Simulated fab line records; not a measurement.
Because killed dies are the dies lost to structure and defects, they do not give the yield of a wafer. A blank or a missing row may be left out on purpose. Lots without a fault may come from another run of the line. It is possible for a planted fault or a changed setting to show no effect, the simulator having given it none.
Split-lot study | flow sfq line | 5 lots, 23 wafers read, on a route of 325 steps

THE SPLIT
At SFQ_TRILAYER_I6_VIA_BARC_OPEN_VIA_ETCH_235 (etches BARC in O2, target depth 125 nm, time 41.7 s), the setting source w was moved away from the recipe's 500 W on 9 of the 23 wafers read, by -11.4% to +3.4%. This setting was run at the recipe's value on the other wafers.

The reading is taken at the split's own step.

THE READING
KrF_of_TRILAYER_I6_VIA_LITHO_COAT_169.thk nm (the simulator's own value, which no gauge read), in nm, at SFQ_TRILAYER_I6_VIA_BARC_OPEN_VIA_ETCH_235 (etches BARC in O2, target depth 125 nm, time 41.7 s). The file gives no usual value for it. The 14 wafers here that ran the recipe average 572.4 nm, standard deviation 1.3 nm.

wafer  | tool, chamber at the split | source w as run, W | against the recipe | KrF_of_TRILAYER_I6_VIA_LITHO_COAT_169.thk nm, nm | against lot-mates on the recipe
L074.1 | rie diel-04, 2             | 443.2              | -11.4%             | 577                                              | +4.3
L074.2 | rie diel-04, 3             | 443.2              | -11.4%             | 579.2                                            | +6.5
L074.3 | rie diel-04, 1             | 500                | recipe             | 571.2                                            | -
L074.5 | rie diel-04, 2             | 500                | recipe             | 574                                              | -
L074.6 | rie diel-04, 3             | 500                | recipe             | 572.8                                            | -
L077.2 | rie diel-02, 3             | 500                | recipe             | 572.9                                            | -
L077.3 | rie diel-02, 0             | 455.4              | -8.9%              | 576.3                                            | +3.4
L077.4 | rie diel-02, 2             | 500                | recipe             | 572                                              | -
L077.5 | rie diel-02, 2             | 455.4              | -8.9%              | 578.8                                            | +5.9
L077.6 | rie diel-02, 3             | 500                | recipe             | 573.9                                            | -
L081.1 | rie diel-02, 1             | 456.8              | -8.6%              | 574.4                                            | +4.2
L081.2 | rie diel-02, 3             | 500                | recipe             | 570.9                                            | -
L081.3 | rie diel-02, 2             | 456.8              | -8.6%              | 572.3                                            | +2.1
L081.4 | rie diel-02, 0             | 500                | recipe             | 569.4                                            | -
L081.5 | rie diel-02, 2             | 456.8              | -8.6%              | 572.8                                            | +2.6
L082.2 | rie diel-01, 3             | 500                | recipe             | 572.1                                            | -
L082.3 | rie diel-01, 2             | 500                | recipe             | 574.4                                            | -
L082.4 | rie diel-01, 1             | 500                | recipe             | 572.6                                            | -
L085.1 | rie diel-01, 3             | 500                | recipe             | 573                                              | -
L085.2 | rie diel-01, 2             | 500                | recipe             | 572.7                                            | -
L085.3 | rie diel-01, 0             | 517                | +3.4%              | 572.2                                            | -0.3
L085.5 | rie diel-01, 3             | 517                | +3.4%              | 572.4                                            | -0.1
L085.6 | rie diel-01, 2             | 500                | recipe             | 571.8                                            | -

FIT RESULTS
A straight line over all 23 wafers: KrF_of_TRILAYER_I6_VIA_LITHO_COAT_169.thk nm changes by -0.353 nm for each +1% of source w; r = -0.71; the points scatter about the line by 1.7 nm.
The same after taking each lot's own level away (the mean of its wafers on the recipe; 23 wafers): -0.414 nm for each +1%; r = -0.88; scatter 1.1 nm.
On that fit, the largest move of source w shifts the reading by 4.7 nm.
From 570.15 to 573.03 nm: that is the span of the lots' own levels, equal to 2.2 times the standard deviation above.
So the lot-to-lot level blurs the effect unless lot-mates are compared.
Check: +5.01 nm against its lot-mates is what the line predicts for one of the wafers moved furthest among these (-11.4%) when that wafer is left out of the fit. It came out at +4.33 nm against them.

FILE'S OWN FIT
KrF_of_TRILAYER_I6_VIA_LITHO_COAT_169.thk nm changes by -0.441 nm for each +1% of source w, r = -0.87.
